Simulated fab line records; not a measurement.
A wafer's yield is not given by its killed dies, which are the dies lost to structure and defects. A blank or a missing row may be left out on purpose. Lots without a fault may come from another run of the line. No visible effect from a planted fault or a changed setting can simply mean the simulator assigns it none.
Matching of chambers | flow sky130 | hdpcvd-02 running SKY_VIA1_HDPCVD_00: 3 sister chambers
The step deposits SiO2, target thk 1030 nm, time 171.7 s. 14 wafers are shown with their chamber, then 7 later ones without.

EACH WAFER AND ITS CHAMBER
wafer  | chamber | runLengthS (s) | sih4FlowSccm (sccm) | pressureMtorr (mTorr)
L696.1 | 2       | 199.3          | 57.17               | 5.980
L696.2 | 0       | 199.3          | 57.35               | 6.011
L696.4 | 2       | 200.1          | 57.05               | 5.970
L698.1 | 2       | 200.2          | 57.22               | 6.010
L698.2 | 1       | 199.7          | 57.37               | 6.007
L698.5 | 1       | 200.0          | 57.23               | 5.979
L700.3 | 2       | 199.4          | 57.23               | 6.001
L700.5 | 0       | 199.2          | 57.28               | 5.977
L700.6 | 1       | 199.7          | 57.44               | 6.008
L702.2 | 2       | 199.5          | 57.26               | 6.000
L702.4 | 2       | 199.5          | 57.39               | 6.003
L702.6 | 1       | 199.6          | 57.26               | 6.002
L714.1 | 1       | 200.2          | 57.37               | 6.008
L714.3 | 2       | 199.2          | 57.16               | 6.010

SIGNATURES, as means of the wafers listed above
reading       | chamber 0 | chamber 1 | chamber 2 | scatter within a chamber
runLengthS    | 199.250   | 199.840   | 199.600   | 0.327
sih4FlowSccm  | 57.3150   | 57.3340   | 57.2114   | 0.0942
pressureMtorr | 5.99400   | 6.00080   | 5.99629   | 0.0154
Rule: for each reading, subtract the chamber's mean from the wafer's reading, divide by that reading's scatter and square the result; add these up over the readings and take the root, which gives the wafer's distance from the chamber. The wafer belongs to the nearest chamber; if the next one is less than 2 further off, it can't be placed. How the scatter is found: for the shown wafers, subtract from each reading the mean of its chamber, square and add these, divide the total by (wafers less chambers), then take the root.

WAFERS WITHOUT THEIR CHAMBER
wafer  | runLengthS (s) | sih4FlowSccm (sccm) | pressureMtorr (mTorr)
L714.5 | 198.7          | 56.90               | 5.990
L718.1 | 199.6          | 57.29               | 6.018
L718.3 | 199.2          | 57.33               | 6.009
L718.4 | 199.6          | 57.25               | 6.006
L719.1 | 199.4          | 57.47               | 5.989
L719.2 | 200.1          | 57.26               | 5.993
L719.5 | 199.3          | 57.28               | 5.987

WHICH CHAMBER EACH WENT THROUGH
wafer  | from the rows above          | in truth
L714.5 | can't be placed: 2 or 0 or 1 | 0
L718.1 | can't be placed: 1 or 2 or 0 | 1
L718.3 | can't be placed: 0 or 2 or 1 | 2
L718.4 | can't be placed: 2 or 1 or 0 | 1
L719.1 | can't be placed: 0 or 1 or 2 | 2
L719.2 | can't be placed: 1 or 2 or 0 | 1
L719.5 | can't be placed: 0 or 2 or 1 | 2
Correctly placed: 0 of 7. Can't be placed from these rows: 7 (the true chamber is among the candidates in 7). Wrongly placed: 0.
